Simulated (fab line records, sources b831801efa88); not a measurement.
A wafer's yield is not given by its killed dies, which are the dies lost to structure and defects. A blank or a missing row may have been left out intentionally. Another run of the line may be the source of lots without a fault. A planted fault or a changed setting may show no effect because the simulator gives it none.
fab line records    flow gf180mcu
record lots=7  wafers=21  last-day=34
route steps=602 shown M5@530 V5@540
lots untouched by any fault: they come from a run of this same line in which no faults occurred
start-h: the number of hours between the record's first day and the start of the first shown wafer of the lot    wait-h: hours since the lot's step before    " as in the row above    L1.1+2: a single row standing in for several wafers    - either no value or no given start    * or withheld: withheld    < > ~ a bound
route shown NAME@n: NAME is a module with steps in the file, n the number in the route of the first one    usual: mean and standard deviation over wafers with no fault    same: alike in all rows    chamber/n: place in a boat    sites: per-site readings    _std_site: the standard deviation of these    _edge_site: outer sites' mean less inner sites'    radius-mm: for every site, how far away it sits from the centre of the wafer    mask NAME#n: copy n    behind: the most recent tool/chamber to have shaped the wafer    hold: reason for holding the lot/hours on hold/outcome of the hold    device: names the non-switching transistor (n, p or np)    end of line: tests run on the same wafers once the route is complete    a step with no rows: only its recipe    killed: not the wafer's yield, but the dies lost to structure and defects at the first sort    map: shows each die of a wafer: x if killed, . if not, _ if none is there
set.NAME: setting as actually run; set.NAME@STEP: the setting as run at that earlier step    model.NAME: the simulator's own value behind a step, which no gauge read
lots seen at some steps along the route; tables by step, rows by wafer
services: a tool's chamber out of use, with start hour (start-h, from the record's first day; less than 0 if before it), hours out, and reason
## steps
# step GF_M5_EXPOSE_04
# recipe mask-id=Metal5  target-cd-nm=280  na=0.68  source-shape=conventional  sigma-outer=0.6  dose-mj=28
# step GF_M5_PEB_05
# recipe peb-temp-c=135  peb-time-s=86.86  resist=KrF
# step GF_M5_DEVELOP_06
# recipe develop-time-s=60  dev-temp-c=21
# step GF_M5_CD_MEAS_07
# recipe target-cd-nm=280
# usual cd-nm=279.9/1.2
lot.wafer  tool       chamber  start-h  wait-h  cd-nm
L474.2     cd-sem-02  -        622.86   0.1     281.8
L474.3     "          -        "        "       281.0
L474.6     "          -        "        "       282.5
L479.3     cd-sem-02  -        667.75   0.1     279.7
L479.4     "          -        "        "       279.8
L479.5     "          -        "        "       279.0
L480.1     cd-sem-02  -        670.94   0.1     279.2
L480.2     "          -        "        "       279.5
L480.5     "          -        "        "       278.6
L481.1     cd-sem-01  -        679.93   0.1     276.8
L481.5     "          -        "        "       279.8
L481.6     "          -        "        "       279.2
L486.2     cd-sem-02  -        715.13   0.1     278.9
L486.4     "          -        "        "       279.7
L486.6     "          -        "        "       278.2
L490.1     cd-sem-02  -        744.71   0.1     279.4
L490.2     "          -        "        "       281.1
L490.5     "          -        "        "       280.4
L493.2     cd-sem-02  -        754.58   0.4     280.5
L493.3     "          -        "        "       280.4
L493.6     "          -        "        "       279.6
# step GF_M5_OVL_MEAS_08
# usual M5_OVL=0/5
lot.wafer  tool        chamber  start-h  wait-h  M5_OVL[nm]
L474.2     overlay-01  -        622.97   0.1     -1
L474.3     "           -        "        "       -6
L474.6     "           -        "        "       -4
L479.3     overlay-02  -        667.84   0.1     9
L479.4     "           -        "        "       14
L479.5     "           -        "        "       11
L480.1     overlay-02  -        671.06   0.1     -5
L480.2     "           -        "        "       -5
L480.5     "           -        "        "       4
L481.1     overlay-01  -        680.05   0.1     11
L481.5     "           -        "        "       2
L481.6     "           -        "        "       2
L486.2     overlay-01  -        715.23   0.1     1
L486.4     "           -        "        "       -9
L486.6     "           -        "        "       -6
L490.1     overlay-02  -        744.83   0.1     4
L490.2     "           -        "        "       9
L490.5     "           -        "        "       8
L493.2     overlay-02  -        754.68   0.1     -2
L493.3     "           -        "        "       -4
L493.6     "           -        "        "       4
# step GF_M5_ETCH_09
# recipe chemistry=CF4/O2  target=Si3N4  target-depth-nm=52  source-w=800  bias-w=150  pressure-mtorr=150  cf4-flow-sccm=80  O2_flow_sccm=10  time-s=11.6
# usual drypump-motor-current-A=5.6/0.56  oes-product-au=0.996/0.01  throttle-valve-pct=5.968/0.01
lot.wafer  tool         chamber  start-h  wait-h  drypump-motor-current-A  oes-product-au  rf-hours-counter-h  throttle-valve-pct
L474.2     rie-diel-04  3        623.00   0.0     5.6                      1.008           27                  5.969
L474.3     "            0        "        "       4.8                      0.991           4                   5.963
L474.6     "            3        "        "       5.6                      1.017           -                   5.972
L479.3     rie-diel-04  2        667.86   0.0     6.2                      1.000           14                  5.969
L479.4     "            3        "        "       5.6                      1.006           29                  5.983
L479.5     "            0        "        "       4.8                      0.998           -                   5.973
L480.1     rie-diel-04  3        671.10   0.0     5.6                      0.998           29                  5.982
L480.2     "            2        "        "       6.2                      0.997           14                  5.974
L480.5     "            2        "        "       6.2                      1.005           -                   5.959
L481.1     rie-diel-02  2        680.08   0.0     5.4                      1.013           14                  5.975
L481.5     "            2        "        "       5.4                      1.000           -                   5.965
L481.6     "            3        "        "       5.3                      1.002           -                   5.983
L486.2     rie-diel-02  1        715.26   0.0     4.9                      1.004           2                   5.973
L486.4     "            2        "        "       5.4                      1.010           16                  5.981
L486.6     "            2        "        "       5.4                      1.008           -                   5.982
L490.1     rie-diel-04  3        744.86   0.0     5.6                      0.983           32                  5.984
L490.2     "            0        "        "       4.8                      0.975           9                   5.974
L490.5     "            0        "        "       4.8                      0.993           -                   5.942
L493.2     rie-diel-03  1        754.71   0.0     5.7                      0.980           2                   5.974
L493.3     "            2        "        "       6.7                      0.986           24                  5.953
L493.6     "            1        "        "       5.7                      0.975           -                   5.963
# step GF_M5_METAL_ETCH_10
# recipe chemistry=Cl2/BCl3  mask-material=KrF  target-depth-nm=627.5  stop-on=SiO2  pressure-mtorr=8  icp-w=800  bias-w=140  Cl2_flow_sccm=80  bcl3-flow-sccm=40  time-s=104.6
# usual drypump-motor-current-A=5.7/0.64  he-backside-leak-sccm=3.35/0.28  oes-product-au=0.971/0.0057  throttle-valve-pct=28.251/0.011
lot.wafer  tool          chamber  start-h  wait-h  drypump-motor-current-A  he-backside-leak-sccm  oes-product-au  rf-hours-counter-h  throttle-valve-pct
L474.2     rie-metal-03  1        623.02   0.0     4.8                      3.11                   0.969           8                   28.258
L474.3     "             1        "        "       4.8                      3.06                   0.981           -                   28.258
L474.6     "             1        "        "       4.8                      3.07                   0.966           -                   28.264
L479.3     rie-metal-02  1        667.92   0.0     6.6                      3.45                   0.979           -                   28.251
L479.4     "             0        "        "       5.4                      3.51                   0.968           -                   28.256
L479.5     "             0        "        "       5.4                      3.50                   0.970           -                   28.270
L480.1     rie-metal-04  0        671.12   0.0     6.3                      3.36                   0.966           5                   28.237
L480.2     "             1        "        "       5.2                      3.43                   0.962           11                  28.272
L480.5     "             0        "        "       6.3                      3.17                   0.969           -                   28.247
L481.1     rie-metal-03  1        680.11   0.0     4.8                      3.20                   0.975           10                  28.231
L481.5     "             0        "        "       6.1                      3.08                   0.967           -                   28.244
L481.6     "             1        "        "       4.8                      3.21                   0.966           -                   28.250
L486.2     rie-metal-02  1        715.29   0.0     6.6                      3.52                   0.979           3                   28.253
L486.4     "             1        "        "       6.6                      3.47                   0.965           -                   28.276
L486.6     "             1        "        "       6.6                      3.49                   0.973           -                   28.254
L490.1     rie-metal-03  0        744.89   0.0     6.0                      2.96                   0.976           10                  28.238
L490.2     "             1        "        "       4.8                      3.20                   0.980           13                  28.246
L490.5     "             1        "        "       4.8                      3.16                   0.982           -                   28.236
L493.2     rie-metal-04  0        754.74   0.0     6.3                      3.32                   0.972           8                   28.240
L493.3     "             0        "        "       6.3                      3.42                   0.981           -                   28.250
L493.6     "             1        "        "       5.2                      3.40                   0.964           -                   28.256
# step GF_M5_STRIP_11
# recipe chemistry=O2/N2  power-w=1400  pressure-mtorr=1500  platen-temp-c=250  o2-flow-sccm=3000  n2-flow-sccm=300  overash-fraction=0.5
# usual drypump-motor-current-A=5.7/0.53  heater-power-w=325/34  o2-flow-sccm=2999/9.4  oes-product-au=0.543/0.0045  strip-time-to-endpoint-s=7.53/0.053
lot.wafer  tool             chamber  start-h  wait-h  drypump-motor-current-A  heater-power-w  o2-flow-sccm  oes-product-au  rf-hours-counter-h  strip-time-to-endpoint-s
L474.2     plasma-asher-04  0        623.13   0.1     4.9                      386             2993          0.546           82                  7.52
L474.3     "                0        "        "       4.9                      389             2997          0.540           -                   7.49
L474.6     "                1        "        "       5.9                      300             3021          0.541           -                   7.51
L479.3     plasma-asher-01  0        668.03   0.1     5.2                      316             3001          0.544           -                   7.57
L479.4     "                1        "        "       5.7                      341             2995          0.542           -                   7.57
L479.5     "                1        "        "       5.7                      342             2993          0.541           -                   7.56
L480.1     plasma-asher-01  1        671.23   0.1     5.7                      341             3013          0.548           61                  7.59
L480.2     "                0        "        "       5.2                      314             3000          0.550           61                  7.49
L480.5     "                0        "        "       5.2                      314             2991          0.546           -                   7.59
L481.1     plasma-asher-03  1        680.22   0.1     6.6                      277             3001          0.536           22                  7.44
L481.5     "                0        "        "       5.7                      316             3007          0.542           -                   7.54
L481.6     "                1        "        "       6.6                      272             3003          0.543           -                   7.45
L486.2     plasma-asher-04  1        715.40   0.1     6.0                      300             2981          0.536           91                  7.48
L486.4     "                0        "        "       4.9                      387             3000          0.538           -                   7.51
L486.6     "                0        "        "       4.9                      381             3000          0.548           -                   7.45
L490.1     plasma-asher-03  1        745.00   0.1     6.6                      277             2999          0.542           29                  7.60
L490.2     "                0        "        "       5.7                      319             3015          0.543           29                  7.54
L490.5     "                1        "        "       6.6                      281             2998          0.542           -                   7.52
L493.2     plasma-asher-04  0        754.85   0.1     4.9                      387             3002          0.541           96                  7.52
L493.3     "                0        "        "       4.9                      396             2999          0.545           -                   7.52
L493.6     "                0        "        "       4.9                      388             3001          0.543           -                   7.54
# step GF_M5_STRIP_12
# recipe chemistry=post-etch-residue-remover  time-s=1200  temp-c=72.5
# step GF_M5_CLEAN_13
# recipe chemistry=DIW  dry=n2-spin
# step GF_V5_CVD_00
# recipe material=SiO2  target-thk-nm=300  sigma-open-frac=0.3  temp-c=400  time-s=50  sih4-flow-sccm=60  pressure-mtorr=6
# step GF_V5_THK_MEAS_01
# recipe reads=SiO2_of_V5_CVD_00
# usual V5_CVD_00_THK=301/3.1
lot.wafer  tool           chamber  start-h  wait-h  V5_CVD_00_THK[nm]
L474.2     film-metro-04  -        623.72   0.0     303
L474.3     "              -        "        "       300
L474.6     "              -        "        "       301
L479.3     film-metro-04  -        668.71   0.0     298
L479.4     "              -        "        "       301
L479.5     "              -        "        "       298
L480.1     film-metro-03  -        671.93   0.0     305
L480.2     "              -        "        "       303
L480.5     "              -        "        "       307
L481.1     film-metro-04  -        680.90   0.0     304
L481.5     "              -        "        "       299
L481.6     "              -        "        "       300
L486.2     film-metro-02  -        715.99   0.0     304
L486.4     "              -        "        "       301
L486.6     "              -        "        "       305
L490.1     film-metro-02  -        745.61   0.0     300
L490.2     "              -        "        "       296
L490.5     "              -        "        "       295
L493.2     film-metro-03  -        755.44   0.0     301
L493.3     "              -        "        "       302
L493.6     "              -        "        "       296
# step GF_V5_CVD_02
# recipe material=SiO2  target-thk-nm=1450  precursor=TEOS  temp-c=400  time-s=163.28  rf-w=600
# usual heater-power-outer-w=382/76  heater-power-w=648/93
lot.wafer  tool      chamber  start-h  wait-h  heater-power-outer-w  heater-power-w
L474.2     pecvd-01  1        623.77   0.0     548                   852
L474.3     "         2        "        "       260                   546
L474.6     "         1        "        "       448                   681
L479.3     pecvd-01  0        668.75   0.0     438                   711
L479.4     "         1        "        "       428                   687
L479.5     "         2        "        "       232                   488
L480.1     pecvd-01  2        671.99   0.1     294                   588
L480.2     "         0        "        "       441                   696
L480.5     "         2        "        "       226                   515
L481.1     pecvd-04  0        680.96   0.1     395                   680
L481.5     "         2        "        "       424                   755
L481.6     "         0        "        "       426                   731
L486.2     pecvd-01  2        716.04   0.0     324                   615
L486.4     "         1        "        "       547                   824
L486.6     "         0        "        "       341                   591
L490.1     pecvd-02  0        745.67   0.1     371                   584
L490.2     "         1        "        "       340                   618
L490.5     "         0        "        "       284                   471
L493.2     pecvd-02  2        755.49   0.0     453                   740
L493.3     "         1        "        "       456                   778
L493.6     "         2        "        "       364                   585
# step GF_V5_THK_MEAS_03
# recipe reads=SiO2_of_V5_CVD_02
# usual V5_CVD_02_THK=1443/17
lot.wafer  tool           chamber  start-h  wait-h  V5_CVD_02_THK[nm]
L474.2     film-metro-02  -        623.89   0.1     1443
L474.3     "              -        "        "       1439
L474.6     "              -        "        "       1459
L479.3     film-metro-02  -        668.88   0.1     1439
L479.4     "              -        "        "       1455
L479.5     "              -        "        "       1141
L480.1     film-metro-03  -        672.10   0.1     1144
L480.2     "              -        "        "       1429
L480.5     "              -        "        "       1140
L481.1     film-metro-02  -        681.07   0.1     1452
L481.5     "              -        "        "       1477
L481.6     "              -        "        "       1486
L486.2     film-metro-03  -        716.15   0.1     1111
L486.4     "              -        "        "       1460
L486.6     "              -        "        "       1442
L490.1     film-metro-04  -        745.77   0.1     1430
L490.2     "              -        "        "       1437
L490.5     "              -        "        "       1460
L493.2     film-metro-04  -        755.60   0.1     1455
L493.3     "              -        "        "       1453
L493.6     "              -        "        "       1468
# step GF_V5_CMP_04
# recipe material=SiO2  down-force-psi=4  platen-rpm=60  pad-velocity-m-s=0.94248
# usual motor-current-A=12.1/1.7  slurry-filter-dp-kPa=13.52/0.13
lot.wafer  tool    chamber  start-h  wait-h  motor-current-A  slurry-filter-dp-kPa
L474.3     cmp-01  0        623.99   0.1     11.2             13.34
L474.2     "       1        "        "       11.3             13.50
L474.6     "       0        "        "       11.0             13.57
L479.3     cmp-01  3        669.00   0.1     14.4             13.23
L479.4     "       1        "        "       11.3             13.54
L479.5     "       3        "        "       15.0             13.52
L480.2     cmp-01  2        672.16   0.0     10.9             13.67
L480.1     "       0        "        "       11.2             13.41
L480.5     "       2        "        "       10.9             13.41
L481.1     cmp-01  3        681.13   0.1     15.0             13.20
L481.5     "       3        "        "       14.1             13.26
L481.6     "       0        "        "       11.2             13.60
L486.4     cmp-02  3        716.37   0.2     11.0             13.38
L486.2     "       2        "        "       15.6             13.57
L486.6     "       3        "        "       11.9             13.67
L490.1     cmp-02  3        745.88   0.1     11.6             13.54
L490.2     "       1        "        "       11.3             13.67
L490.5     "       2        "        "       14.4             13.48
L493.2     cmp-01  0        755.70   0.1     11.0             13.29
L493.3     "       2        "        "       10.4             13.36
L493.6     "       0        "        "       11.4             13.44
# step GF_V5_BOW_MEAS_05
# recipe mode=bow
# usual V5_BOW=137/11
lot.wafer  tool           chamber  start-h  wait-h  V5_BOW[um]
L474.2     film-metro-02  -        624.26   0.2     132
L474.3     "              -        "        "       148
L474.6     "              -        "        "       147
L479.3     film-metro-03  -        669.34   0.3     145
L479.4     "              -        "        "       137
L479.5     "              -        "        "       129
L480.1     film-metro-03  -        672.46   0.1     124
L480.2     "              -        "        "       125
L480.5     "              -        "        "       116
L481.1     film-metro-02  -        681.43   0.2     107
L481.5     "              -        "        "       123
L481.6     "              -        "        "       134
L486.2     film-metro-04  -        716.69   0.1     145
L486.4     "              -        "        "       131
L486.6     "              -        "        "       145
L490.1     film-metro-03  -        746.13   0.2     161
L490.2     "              -        "        "       148
L490.5     "              -        "        "       151
L493.2     film-metro-03  -        755.97   0.2     155
L493.3     "              -        "        "       147
L493.6     "              -        "        "       159
# step GF_V5_DEHYDRATE_06
# recipe temp-c=200  time-s=60
# step GF_V5_HMDS_07
# recipe prime-time-s=60  prime-temp-c=120
# step GF_V5_COAT_08
# recipe resist=BARC  temp-c=withheld  time-s=withheld  spin-rpm=withheld  resist-thk-nm=withheld
# step GF_V5_COAT_09
# recipe resist=KrF  spin-rpm=withheld  resist-thk-nm=1000
# step GF_V5_SOFTBAKE_10
# recipe temp-c=130  time-s=60  resist=KrF
# step GF_V5_EXPOSE_11
# recipe mask-id=Via5  target-cd-nm=260  na=0.68  source-shape=conventional  sigma-outer=0.6  dose-mj=38
# step GF_V5_PEB_12
# recipe peb-temp-c=135  peb-time-s=90  resist=KrF
# step GF_V5_DEVELOP_13
# recipe develop-time-s=60  resist=KrF  dev-temp-c=21
# step GF_V5_CD_MEAS_14
# recipe target-cd-nm=260
# usual cd-nm=260.3/1.3
lot.wafer  tool       chamber  start-h  wait-h  cd-nm
L474.2     cd-sem-02  -        644.43   0.1     260.0
L474.3     "          -        "        "       259.7
L474.6     "          -        "        "       260.7
L479.3     cd-sem-02  -        687.99   0.1     259.3
L479.4     "          -        "        "       258.9
L479.5     "          -        "        "       258.2
L480.1     cd-sem-02  -        692.05   0.1     262.0
L480.2     "          -        "        "       260.3
L480.5     "          -        "        "       261.6
L481.1     cd-sem-01  -        700.56   0.1     263.0
L481.5     "          -        "        "       262.8
L481.6     "          -        "        "       262.8
L486.2     cd-sem-02  -        735.10   0.1     258.2
L486.4     "          -        "        "       260.6
L486.6     "          -        "        "       257.9
L490.1     cd-sem-01  -        762.90   0.1     261.4
L490.2     "          -        "        "       259.7
L490.5     "          -        "        "       262.1
L493.2     cd-sem-02  -        772.65   0.1     261.4
L493.3     "          -        "        "       259.7
L493.6     "          -        "        "       259.9
# step GF_V5_OVL_MEAS_15
# usual V5_OVL=2/5.9
lot.wafer  tool        chamber  start-h  wait-h  V5_OVL[nm]
L474.2     overlay-01  -        644.53   0.1     1
L474.3     "           -        "        "       1
L474.6     "           -        "        "       1
L479.3     overlay-02  -        688.08   0.1     4
L479.4     "           -        "        "       0
L479.5     "           -        "        "       2
L480.1     overlay-01  -        692.17   0.1     7
L480.2     "           -        "        "       8
L480.5     "           -        "        "       12
L481.1     overlay-01  -        700.68   0.1     -4
L481.5     "           -        "        "       -1
L481.6     "           -        "        "       1
L486.2     overlay-01  -        735.20   0.1     13
L486.4     "           -        "        "       4
L486.6     "           -        "        "       9
L490.1     overlay-01  -        763.02   0.1     11
L490.2     "           -        "        "       1
L490.5     "           -        "        "       4
L493.2     overlay-02  -        772.75   0.1     5
L493.3     "           -        "        "       3
L493.6     "           -        "        "       -4
# step GF_V5_ETCH_16
# recipe chemistry=N2/H2  target-depth-a=withheld  overetch-a=withheld  time-s=withheld  target=BARC  ion-energy-ev=200  source-w=500  bias-w=100  pressure-mtorr=30  n2-flow-sccm=100  h2-flow-sccm=200
# step GF_V5_ETCH_17
# recipe chemistry=C4F8/O2/Ar  mask-material=KrF  target=SiO2  stop-on=TiN  source-w=1500  bias-w=1200  pressure-mtorr=40  c4f8-flow-sccm=withheld  O2_flow_sccm=6  Ar_flow_sccm=300  time-s=withheld  target-depth-a=8550
# usual oes-product-au=0.860/0.0044
lot.wafer  tool         chamber  start-h  wait-h  oes-product-au
L474.2     rie-diel-03  3        -        -       0.861
L474.3     "            2        "        "       0.855
L474.6     "            1        "        "       0.861
L479.3     rie-diel-03  0        -        -       0.863
L479.4     "            3        "        "       0.860
L479.5     "            0        "        "       0.693
L480.1     rie-diel-03  3        -        -       0.697
L480.2     "            2        "        "       0.861
L480.5     "            2        "        "       0.690
L481.1     rie-diel-03  0        -        -       0.862
L481.5     "            3        "        "       0.862
L481.6     "            0        "        "       0.863
L486.2     rie-diel-01  0        -        -       0.695
L486.4     "            2        "        "       0.856
L486.6     "            0        "        "       0.849
L490.1     rie-diel-03  2        -        -       0.861
L490.2     "            0        "        "       0.861
L490.5     "            2        "        "       0.859
L493.2     rie-diel-02  0        -        -       0.852
L493.3     "            3        "        "       0.866
L493.6     "            0        "        "       0.863
# step GF_V5_STRIP_18
# recipe chemistry=O2/N2  power-w=1400  pressure-mtorr=1500  platen-temp-c=250  o2-flow-sccm=3000  n2-flow-sccm=300  overash-fraction=0.5
# usual drypump-motor-current-A=5.8/0.52  heater-power-w=337/53  o2-flow-sccm=2999/9  oes-product-au=0.569/0.0046
lot.wafer  tool             chamber  start-h  wait-h  drypump-motor-current-A  heater-power-w  o2-flow-sccm  oes-product-au  rf-hours-counter-h
L474.2     plasma-asher-02  0        644.72   -       5.7                      432             2996          0.566           108
L474.3     "                0        "        "       5.7                      425             2986          0.574           -
L474.6     "                1        "        "       6.2                      298             3007          0.571           -
L479.3     plasma-asher-04  0        688.29   -       4.9                      385             3005          0.577           -
L479.4     "                1        "        "       6.0                      304             2996          0.570           -
L479.5     "                1        "        "       5.9                      304             2984          0.570           -
L480.1     plasma-asher-03  0        692.36   -       5.7                      322             3003          0.567           23
L480.2     "                1        "        "       6.6                      273             2987          0.570           23
L480.5     "                1        "        "       6.6                      286             2984          0.574           -
L481.1     plasma-asher-02  0        700.87   -       5.7                      415             3010          0.565           114
L481.5     "                0        "        "       5.8                      417             3017          0.567           -
L481.6     "                1        "        "       6.2                      290             2994          0.567           -
L486.2     plasma-asher-04  1        735.38   -       5.9                      299             3002          0.568           93
L486.4     "                0        "        "       4.9                      387             3004          0.570           -
L486.6     "                1        "        "       5.9                      307             3009          0.573           -
L490.1     plasma-asher-03  0        763.21   -       5.7                      317             2992          0.574           31
L490.2     "                1        "        "       6.6                      280             2997          0.569           31
L490.5     "                1        "        "       6.6                      284             2992          0.567           -
L493.2     plasma-asher-04  1        772.93   -       5.9                      296             3000          0.566           97
L493.3     "                1        "        "       5.9                      302             3015          0.568           -
L493.6     "                1        "        "       5.9                      297             3010          0.573           -
## services
tool             chamber  start-h  hours  kind
rie-metal-02     -        601.52   28.1   pm
plasma-asher-02  -        610.26   2.8    repair
rie-diel-02      1        612.17   2.3    repair
rie-diel-02      0        612.81   12.4   repair
rie-metal-04     -        614.04   2.8    pm
cmp-02           -        624.80   3.8    repair
rie-metal-04     0        626.17   7.9    repair
rie-diel-02      2        633.77   8.5    repair
rie-diel-04      3        639.38   2.4    repair
rie-diel-02      1        646.76   9.9    repair
rie-diel-04      0        648.79   4.3    repair
cmp-01           -        678.37   1.0    repair
rie-diel-04      3        687.45   4.3    repair
plasma-asher-04  -        696.40   10.0   repair
cmp-01           -        703.72   0.7    repair
rie-diel-03      3        720.02   7.3    repair
plasma-asher-04  -        721.24   2.6    repair
plasma-asher-03  -        724.54   8.6    repair
cmp-01           -        726.52   0.7    repair
rie-diel-02      1        743.94   3.7    repair
cmp-01           -        744.00   4.0    pm
cmp-01           -        748.00   3.5    pm
rie-diel-03      -        750.66   2.8    pm
rie-metal-03     -        764.98   0.4    repair
## key
first-sign step=GF_V5_THK_MEAS_03  reading=V5_CVD_02_THK  direction=down  sigmas=18  usual=1443  struck=1134
effect step=GF_V5_ETCH_17  reading=oes-product-au  direction=down  sigmas=38  usual=0.860  struck=0.694
met-at GF_V5_CVD_02
struck-wafers L479.5,L480.1,L480.5,L486.2
sort-left-out L479.5,L480.1,L480.5,L486.2
onset-between 623.77 668.75
fault kind=site-profile-drift  tool=pecvd-01  chamber=2  onset-h=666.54  steps=GF_V5_CVD_02  basis=fraction  max-abs-drift=0.45446  slope-share-per-hr=100.99  site-pattern=0,0,0,0,0,-1,-1,-1,-1
# sort-left-out: the simulated sort isn't trusted on such a fault, so these wafers' sort isn't shown, and their yield isn't known
